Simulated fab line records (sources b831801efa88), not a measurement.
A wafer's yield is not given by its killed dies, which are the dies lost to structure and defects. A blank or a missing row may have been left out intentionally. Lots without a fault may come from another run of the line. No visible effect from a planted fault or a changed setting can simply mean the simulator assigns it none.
Which tool is to blame? ; flow sfq_line ; 13 lots, 39 wafers sampled, at 5 steps of a route of 325

## WHAT THE GAUGES SHOWED, per wafer
SFQ_M4_RS_MEAS_924: a four-point-probe measurement.
lot;measured;on;M4_NB_RS (ohm/sq)
L568;day 50 22:27;film_metro-03;0.882 0.895 0.882
L569;day 51 03:47;film_metro-01;0.907 0.900 0.902
L570;day 51 10:23;film_metro-01;0.885 0.878 0.896
L571;day 51 17:36;film_metro-03;0.893 0.912 0.893
L572;day 52 16:23;film_metro-03;0.919 0.895 0.894
L573;day 53 00:13;film_metro-01;0.901 0.885 0.885
L579;day 55 00:38;film_metro-03;0.882 0.917 1.525 0.883 0.921 1.523
L583;day 56 16:42;film_metro-01;0.884 0.906 0.908
L585;day 57 02:23;film_metro-01;0.903 0.904 0.903
L587;day 57 05:54;film_metro-03;0.883 0.894 0.892
L588;day 57 15:32;film_metro-03;0.904 0.916 0.904
L589;day 57 20:22;film_metro-01;0.895 0.894 0.892
L591;day 58 20:18;film_metro-03;0.906 0.897 0.916

SFQ_M5_OVL_MEAS_932.
lot;measured;on;M5_OVL (nm)
L568;day 66 10:58;overlay-02;-11 -6 -8
L569;day 66 21:44;overlay-01;-2 -3 -2
L570;day 67 05:39;overlay-01;1 -6 2
L571;day 67 09:15;overlay-01;-6 -2 -8
L572;day 67 21:21;overlay-02;0 2 0
L573;day 67 22:33;overlay-02;-11 -10 -8
L579;day 71 19:17;overlay-01;-2 -3 3
L583;day 72 17:01;overlay-01;7 11 9
L585;day 73 11:19;overlay-01;-1 -3 -2
L587;day 74 00:22;overlay-01;2 7 2
L588;day 74 05:11;overlay-02;-11 -8 -8
L589;day 74 09:59;overlay-01;-5 -5 -9
L591;day 74 21:13;overlay-01;-1 -4 -8

## WHICH TOOL RAN EACH LOT (tool, then ch and the chambers of the sampled wafers, then the start)
lot;SFQ_TRILAYER_I0_VIA_STRIP_STRIP_035;SFQ_TRILAYER_M4_DEP_SPUTTER_091;SFQ_TRILAYER_M4_ETCH_METAL_ETCH_096
L568;rie_metal-04 ch 0,1, day 13 15:59;pvd_sputter-04, day 50 22:18;rie_metal-02 ch 0,1, day 56 08:38
L569;rie_metal-02 ch 0,1, day 13 16:59;pvd_sputter-03, day 51 03:42;rie_metal-02 ch 0,1, day 56 16:55
L570;rie_metal-02 ch 0,1, day 13 21:47;pvd_sputter-05, day 51 10:18;rie_metal-01 ch 0,1, day 57 00:07
L571;rie_metal-04 ch 0,1, day 14 00:11;pvd_sputter-03, day 51 17:30;rie_metal-01 ch 0,1, day 57 06:07
L572;rie_metal-01 ch 0,1, day 14 20:50;pvd_sputter-03, day 52 16:18;rie_metal-02 ch 0,1, day 57 21:43
L573;rie_metal-01 ch 0,1, day 14 23:14;pvd_sputter-05, day 53 00:07;rie_metal-02 ch 0,1, day 58 06:07
L579;rie_metal-02 ch 0,1, day 16 14:58;pvd_sputter-04, day 55 00:33;rie_metal-02 ch 0,1, day 60 03:53
L583;rie_metal-04 ch 0,1, day 18 03:07;pvd_sputter-05, day 56 16:37;rie_metal-02 ch 0, day 61 13:07
L585;rie_metal-04 ch 0,1, day 18 16:10;pvd_sputter-03, day 57 02:14;rie_metal-03 ch 0,1, day 62 03:29
L587;rie_metal-01 ch 0,1, day 23 13:01;pvd_sputter-05, day 57 05:49;rie_metal-02 ch 0,1, day 62 11:53
L588;rie_metal-01 ch 0,1, day 26 09:37;pvd_sputter-05, day 57 15:25;rie_metal-01 ch 0,1, day 62 16:44
L589;rie_metal-04 ch 0,1, day 26 20:25;pvd_sputter-05, day 57 20:14;rie_metal-02 ch 0,1, day 62 21:34
L591;rie_metal-04 ch 0,1, day 28 02:21;pvd_sputter-03, day 58 20:13;rie_metal-02 ch 0,1, day 63 15:29
- SFQ_TRILAYER_I0_VIA_STRIP_STRIP_035: strips in O2.
- SFQ_TRILAYER_M4_DEP_SPUTTER_091: material Nb, target thk 200 nm, time 133.3 s.
- SFQ_TRILAYER_M4_ETCH_METAL_ETCH_096: etches Nb in Cl2/Ar, stops on SiO2, target depth 240 nm, time 120 s.

## WHAT THE TOOLS THEMSELVES READ (means of the sampled wafers that have a number; where no wafer has one, the mark that the record gives instead)
SFQ_TRILAYER_I0_VIA_STRIP_STRIP_035.
lot;tool;drypump_motor_current_A (A);oes_product_au (a.u.);platen_temp_c (C)
L568;rie_metal-04;5.5;1.008;40.03
L569;rie_metal-02;5.8;1.001;40.06
L570;rie_metal-02;5.8;0.994;40.05
L571;rie_metal-04;5.4;1.023;39.91
L572;rie_metal-01;5.8;1.002;39.88
L573;rie_metal-01;5.5;1.002;40.02
L579;rie_metal-02;6.0;1.002;39.98
L583;rie_metal-04;5.5;1.018;39.96
L585;rie_metal-04;5.5;1.010;39.74
L587;rie_metal-01;5.5;0.982;40.00
L588;rie_metal-01;5.5;0.995;39.83
L589;rie_metal-04;5.5;1.000;40.11
L591;rie_metal-04;5.5;1.008;39.93

SFQ_TRILAYER_M4_DEP_SPUTTER_091.
lot;tool;throttle_valve_pct (%)
L568;pvd_sputter-04;30.0
L569;pvd_sputter-03;29.9
L570;pvd_sputter-05;30.4
L571;pvd_sputter-03;29.4
L572;pvd_sputter-03;29.2
L573;pvd_sputter-05;31.3
L579;pvd_sputter-04;28.9
L583;pvd_sputter-05;30.3
L585;pvd_sputter-03;28.6
L587;pvd_sputter-05;31.5
L588;pvd_sputter-05;29.3
L589;pvd_sputter-05;31.5
L591;pvd_sputter-03;29.8

SFQ_TRILAYER_M4_ETCH_METAL_ETCH_096.
lot;tool;drypump_motor_current_A (A);oes_product_au (a.u.)
L568;rie_metal-02;5.8;0.901
L569;rie_metal-02;6.0;0.888
L570;rie_metal-01;5.8;0.898
L571;rie_metal-01;5.8;0.890
L572;rie_metal-02;6.1;0.891
L573;rie_metal-02;5.8;0.889
L579;rie_metal-02;6.0;0.822
L583;rie_metal-02;5.5;0.887
L585;rie_metal-03;5.6;0.890
L587;rie_metal-02;5.8;0.895
L588;rie_metal-01;5.5;0.886
L589;rie_metal-02;5.8;0.895
L591;rie_metal-02;6.0;0.885

## THE ANSWER, worked out from the rows above alone
Rule: the usual values come from the lots themselves. The widest of any qualifying gaps counts: lots, ordered by their means at a reading, are off when they make up no more than a third of the lots, leave a main group of 4 or more, and stand apart from it by 3 or more times the standard deviation of that group's means. If all means in a main group match to the digits the tables above print for the reading, that group is not used. Also off: a lot with no number at a reading for which 4 or more lots have one. The other lots that the step has rows for count as sound. First the gauges in route order, then the tools' own readings, where a lot's mean is used as printed above. The first step at which some lot is off is used, and at that step the reading that is off furthest; a lot without a number counts as furthest.
Off: L579, at SFQ_M4_RS_MEAS_924 (M4_NB_RS). The main group has a mean of 0.897 ohm/sq with a standard deviation of 0.0074.
A tool fits if, at a process step before that reading, it ran every lot that is off, and no sound lot after the first of them. The gauges at SFQ_M4_RS_MEAS_924 aren't tried: what is off there is off at SFQ_TRILAYER_I0_VIA_STRIP_STRIP_035 too, on other tools, and a gauge's error can't cause that. Can't be told from this: 2 tools fit, rie_metal-02 at SFQ_TRILAYER_I0_VIA_STRIP_STRIP_035, pvd_sputter-04 at SFQ_TRILAYER_M4_DEP_SPUTTER_091.

## WHAT THE SIMULATOR HAD INSERTED
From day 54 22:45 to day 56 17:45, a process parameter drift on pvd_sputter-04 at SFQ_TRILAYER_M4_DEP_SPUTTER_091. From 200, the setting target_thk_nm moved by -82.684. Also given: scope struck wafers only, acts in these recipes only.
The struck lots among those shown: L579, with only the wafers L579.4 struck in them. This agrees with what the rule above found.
